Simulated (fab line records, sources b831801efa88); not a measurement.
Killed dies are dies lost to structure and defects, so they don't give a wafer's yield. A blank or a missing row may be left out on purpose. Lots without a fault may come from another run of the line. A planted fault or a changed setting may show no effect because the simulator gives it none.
Which tool did it? | flow gf180mcu | 14 lots, 42 wafers sampled, at 4 steps of a route of 602

WHAT THE GAUGES READ, wafer by wafer
GF_HV_LDD_RS_MEAS_53: measures by four-point-probe. Usual: HV_LDD_RS 418.6 ohm/sq, standard deviation 0.85.
lot  | measured     | on            | HV_LDD_RS (ohm/sq) | flag
L766 | day 12 16:10 | film_metro-03 | 418.3 417.7 417.9  |
L767 | day 12 22:56 | film_metro-03 | 419.8 418.4 420.4  |
L768 | day 13 06:58 | film_metro-04 | 417.6 417.9 418.9  |
L770 | day 13 21:59 | film_metro-04 | 418.2 419.8 418.9  |
L771 | day 14 03:20 | film_metro-03 | 417.8 418.3 419.7  |
L777 | day 16 00:16 | film_metro-03 | 405.2 405.7 405.4  | OFF
L779 | day 16 17:53 | film_metro-02 | 403.5 404.4 403.5  | OFF
L782 | day 17 21:20 | film_metro-04 | 419.7 419.6 419.4  |
L783 | day 18 04:52 | film_metro-03 | 419.6 418.9 419.4  |
L784 | day 18 11:10 | film_metro-04 | 419.0 419.2 419.5  |
L785 | day 18 19:41 | film_metro-04 | 417.4 417.8 418.1  |
L787 | day 19 09:48 | film_metro-02 | 418.9 418.0 418.3  |
L788 | day 20 06:34 | film_metro-02 | 418.5 418.3 419.0  |
L789 | day 20 10:02 | film_metro-04 | 418.4 418.8 419.8  |

GF_V1_RS_MEAS_24: measures by four-point-probe. Usual: V1_W_RS 0.328 ohm/sq, standard deviation 0.0036.
lot  | measured     | on            | V1_W_RS (ohm/sq)  | flag
L766 | day 18 12:02 | film_metro-02 | 0.331 0.327 0.327 |
L767 | day 18 20:22 | film_metro-02 | 0.333 0.338 0.331 |
L768 | day 19 06:05 | film_metro-01 | 0.331 0.325 0.322 |
L770 | day 20 01:55 | film_metro-01 | 0.330 0.326 0.329 |
L771 | day 20 05:42 | film_metro-03 | 0.330 0.331 0.334 |
L777 | day 22 07:10 | film_metro-01 | 0.333 0.330 0.330 |
L779 | day 23 01:27 | film_metro-01 | 0.326 0.326 0.323 |
L782 | day 24 05:37 | film_metro-01 | 0.324 0.331 0.329 |
L783 | day 24 11:48 | film_metro-01 | 0.328 0.327 0.326 |
L784 | day 24 17:32 | film_metro-03 | 0.324 0.329 0.329 |
L785 | day 25 03:16 | film_metro-01 | 0.324 0.322 0.325 |
L787 | day 25 13:43 | film_metro-03 | 0.325 0.328 0.325 |
L788 | day 26 08:35 | film_metro-01 | 0.326 0.329 0.326 |
L789 | day 26 10:26 | film_metro-03 | 0.325 0.323 0.324 |

GF_V2_THK_MEAS_01. Usual: V2_CVD_00_THK 600 nm, standard deviation 6.2.
lot  | measured     | on            | V2_CVD_00_THK (nm) | flag
L766 | day 19 13:50 | film_metro-03 | 601 606 606        |
L767 | day 19 22:12 | film_metro-04 | 600 600 606        |
L768 | day 20 08:04 | film_metro-02 | 611 607 608        |
L770 | day 21 03:47 | film_metro-04 | 608 610 607        |
L771 | day 21 07:31 | film_metro-04 | 604 604 607        |
L777 | day 23 07:35 | film_metro-02 | 602 604 606        |
L779 | day 24 01:40 | film_metro-02 | 609 598 605        |
L782 | day 25 05:07 | film_metro-03 | 598 608 595        |
L783 | day 25 11:15 | film_metro-03 | 606 604 601        |
L784 | day 25 16:30 | film_metro-04 | 588 593 589        |
L785 | day 26 02:38 | film_metro-03 | 594 598 598        |
L787 | day 26 12:04 | film_metro-02 | 588 602 589        |
L788 | day 27 06:34 | film_metro-02 | 602 590 596        |
L789 | day 27 08:30 | film_metro-02 | 598 599 600        |

WHICH TOOL RAN EACH LOT (tool, then ch and the chambers of the sampled wafers, then the start)
lot  | GF_HV_LDD_IMPLANT_09
L766 | implanter-04 ch 0, day 10 06:11
L767 | implanter-03 ch 0, day 10 12:10
L768 | implanter-04 ch 0, day 10 19:17
L770 | implanter-03 ch 0, day 11 09:14
L771 | implanter-03 ch 0, day 11 13:44
L777 | implanter-03 ch 0, day 13 07:11
L779 | implanter-03 ch 0, day 13 23:20
L782 | implanter-02 ch 0, day 15 00:32
L783 | implanter-02 ch 0, day 15 08:41
L784 | implanter-02 ch 0, day 15 13:52
L785 | implanter-04 ch 0, day 15 22:10
L787 | implanter-04 ch 0, day 16 09:55
L788 | implanter-02 ch 0, day 17 05:23
L789 | implanter-03 ch 0, day 17 08:40
- GF_HV_LDD_IMPLANT_09

WHAT THE TOOLS THEMSELVES READ (means of the sampled wafers that have a number; where no wafer has one, the mark that the record gives instead)
GF_HV_LDD_IMPLANT_09. Usual: dose_ions_cm2 1.0001e+14, standard deviation 9.4e+10; faraday_current_uA 561, standard deviation 10.
lot  | tool         | dose_ions_cm2 | faraday_current_uA | flag
L766 | implanter-04 | 1.0018e+14    | 569                |
L767 | implanter-03 | 1.0010e+14    | 555                |
L768 | implanter-04 | 9.9967e+13    | 559                |
L770 | implanter-03 | 1.0007e+14    | 554                |
L771 | implanter-03 | 9.9987e+13    | 571                |
L777 | implanter-03 | 1.0782e+14    | 612                | OFF
L779 | implanter-03 | 1.0792e+14    | 617                | OFF
L782 | implanter-02 | 1.0007e+14    | 567                |
L783 | implanter-02 | 1.0000e+14    | 559                |
L784 | implanter-02 | 1.0006e+14    | 567                |
L785 | implanter-04 | 9.9947e+13    | 555                |
L787 | implanter-04 | 1.0011e+14    | 571                |
L788 | implanter-02 | 1.0007e+14    | 551                |
L789 | implanter-03 | 9.9970e+13    | 562                |

THE ANSWER, worked out from the rows above alone
Rule: a lot is off if the mean of its wafers that have a number lies more than 3 standard deviations from the usual mean. A lot without any number at a reading at which 4 lots or more have one is off too. The other lots that the step has rows for count as sound. The gauges are gone through in route order, then the tools' own readings, and for those a lot's mean is taken as printed above. The first step at which some lot is off is used, and at that step the reading that is off furthest; a lot without a number counts as furthest.
Off: L777, L779, at GF_HV_LDD_RS_MEAS_53 (HV_LDD_RS).
A tool fits if, at a process step before that reading, it ran every lot that is off, and no sound lot after the first of them. The gauges at GF_HV_LDD_RS_MEAS_53 aren't tried: what is off there is off at GF_HV_LDD_IMPLANT_09 too, on other tools, and a gauge's error can't cause that. None of those tried fits.

WHAT THE SIMULATOR HAD PUT IN
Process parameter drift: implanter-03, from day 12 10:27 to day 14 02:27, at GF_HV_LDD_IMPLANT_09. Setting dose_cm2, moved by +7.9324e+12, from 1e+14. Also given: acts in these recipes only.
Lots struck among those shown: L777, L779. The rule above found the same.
